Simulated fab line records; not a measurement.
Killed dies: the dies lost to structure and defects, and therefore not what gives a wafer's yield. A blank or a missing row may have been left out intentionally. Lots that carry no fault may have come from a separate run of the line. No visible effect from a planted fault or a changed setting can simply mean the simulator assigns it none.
Which tool was responsible? + flow sky130 + at 1 step of a route of 708, 6 lots with 18 wafers sampled

== WHAT EACH GAUGE READ, for each wafer ==
SKY_VIA1_OVL_MEAS_13.
| lot  | measured     | on         | VIA1_OVL (nm) |
|------|--------------|------------|---------------|
| L316 | day 35 03:11 | overlay-02 | -10 -3 -4     |
| L320 | day 37 04:40 | overlay-01 | 9 5 3         |
| L322 | day 37 19:26 | overlay-02 | 0 -3 7        |
| L324 | day 38 04:05 | overlay-01 | 15 11 7       |
| L332 | day 40 00:47 | overlay-02 | 0 1 -7        |
| L335 | day 41 01:27 | overlay-02 | -1 -2 -2      |

== WHAT TOOL EACH LOT RAN ON (gives the tool, then ch and the chambers of the sampled wafers, and finally the start) ==
Record: no process step prior to these readings.

== THE ANSWER, worked out from the rows above alone ==
Rule: the lots themselves supply what counts as usual. Put in order of their means at a reading, lots are off if they are a third of the lots or fewer, leave a main group of 4 or more, and stand apart from it by a gap of 3 or more times the standard deviation of the main group's means; of several such gaps the widest counts. A main group whose means are all the same, to the digits that the tables above print for the reading, isn't used. Also off: a lot with no number at a reading for which 4 or more lots have one. All remaining lots with rows at the step are treated as sound.
Nothing can be told from this: no lot is off at any reading shown.

== WHAT THE SIMULATOR HAD PUT IN ==
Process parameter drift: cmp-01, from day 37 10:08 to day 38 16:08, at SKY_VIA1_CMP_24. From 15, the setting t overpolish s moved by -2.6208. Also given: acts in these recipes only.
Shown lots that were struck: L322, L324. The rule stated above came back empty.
